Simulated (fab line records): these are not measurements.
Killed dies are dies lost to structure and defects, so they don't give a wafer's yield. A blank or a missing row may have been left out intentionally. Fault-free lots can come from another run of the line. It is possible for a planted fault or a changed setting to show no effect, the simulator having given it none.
One fault seen from 2 desks -- flow gf180mcu -- each desk has only its own numbers; what lay behind them comes last

## METROLOGY DESK
What the gauges read for every lot (on any tool): the sampled wafers with a number, averaged. If a lot's mean is further than 4 standard deviations from the usual mean, the lot is out of limits and carries the mark OUT (the distance appears in the brackets).
Columns: A = POLY_GATE_OXIDATION_THK at GF_POLY_GATE_THK_MEAS_17, usual 4.01 nm; B = V2_BOW at GF_V2_BOW_MEAS_05, usual 100 um
lot,first seen here,A,B
L338,day 9 14:20,4.13,105
L339,day 9 22:59,3.99,96
L340,day 10 00:13,3.94,93
L341,day 10 13:05,4.04,100
L346,day 11 22:48,4.01,109
L348,day 12 16:58,4.98 (+12) OUT,89
L349,day 12 23:31,4.97 (+12) OUT,103
L351,day 13 10:18,4.86 (+10) OUT,103
L356,day 14 20:47,3.92,100
L357,day 15 07:34,3.99,114
L359,day 15 18:17,4.17,98
L360,day 15 23:05,4.03,105
Per this desk, out of limits: L348, L349, L351; the first was L348, day 12 16:58 (POLY_GATE_OXIDATION_THK at GF_POLY_GATE_THK_MEAS_17). Within limits: L338, L339, L340, L341, L346, L356, L357, L359, L360.

## AT THE TOOL OWNER'S DESK: furnace-02
The tool's own readings at GF_POLY_GATE_OXIDATION_16 (stabilise 600 s, purge 300 s, target thk 4 nm): means of the sampled wafers that have a number, for each lot that ran on this tool. If a lot's mean is further than 4 standard deviations from the usual mean, the lot is out of limits and carries the mark OUT (the distance appears in the brackets). Of its 8 readings 7 are shown: the one that was out of limits first, and those that lie furthest out on some lot.
Columns: A = spike-tc-bottom-C at GF_POLY_GATE_OXIDATION_16, usual 867.7 C; B = spike-tc-centre-C at GF_POLY_GATE_OXIDATION_16, usual 850.7 C; C = spike-tc-lower-C at GF_POLY_GATE_OXIDATION_16, usual 850.7 C; D = spike-tc-top-C at GF_POLY_GATE_OXIDATION_16, usual 860.3 C; E = spike-tc-upper-C at GF_POLY_GATE_OXIDATION_16, usual 851.5 C; F = tube-center-temp-C at GF_POLY_GATE_OXIDATION_16, usual 850 C; G = tube_center_temp_C_max at GF_POLY_GATE_OXIDATION_16, usual 852.2
lot,first seen here,A,B,C,D,E,F,G
L339,day 9 21:43,868.6,850.3,849.7,860.1,852.5,850,852.2
L340,day 9 22:58,868.4,850.0,849.1,859.3,852.1,850,852.0
L346,day 11 21:32,868.0,848.4,850.3,859.1,851.4,850,852.1
L348,day 12 15:42,884.6 (+17) OUT,867.1 (+15) OUT,867.6 (+12) OUT,877.2 (+15) OUT,868.0 (+16) OUT,867 (+99 or more) OUT,869.4 (+48) OUT
L349,day 12 22:16,884.8 (+17) OUT,868.2 (+16) OUT,866.5 (+11) OUT,876.7 (+15) OUT,869.1 (+18) OUT,867 (+99 or more) OUT,869.3 (+48) OUT
L351,day 13 09:03,885.5 (+18) OUT,868.4 (+16) OUT,867.4 (+12) OUT,875.5 (+14) OUT,868.5 (+17) OUT,867 (+99 or more) OUT,869.1 (+47) OUT
L359,day 15 17:02,867.7,851.0,849.1,858.9,851.7,850,852.0
This desk finds L348, L349, L351 out of limits, L348 being first, at day 12 15:42 (spike-tc-bottom-C at GF_POLY_GATE_OXIDATION_16). Within limits: L339, L340, L346, L359.

## BROUGHT TOGETHER
The tool owner's desk had the chance to raise an alarm at day 12 15:42 on L348, L349, L351.
On L348, L349, L351, the metrology desk was in a position to raise an alarm at day 12 16:58.
All the named lots went through GF_POLY_GATE_OXIDATION_16 on furnace-02.

## WHAT THE SIMULATOR HAD INSERTED
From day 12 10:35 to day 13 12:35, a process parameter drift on furnace-02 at GF_POLY_GATE_OXIDATION_16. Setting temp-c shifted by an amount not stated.
Lots struck among those shown: L348, L349, L351.
Time in hours from fault onset to the first out-of-limits reading at each desk: tool owner's desk 5, metrology desk 6.
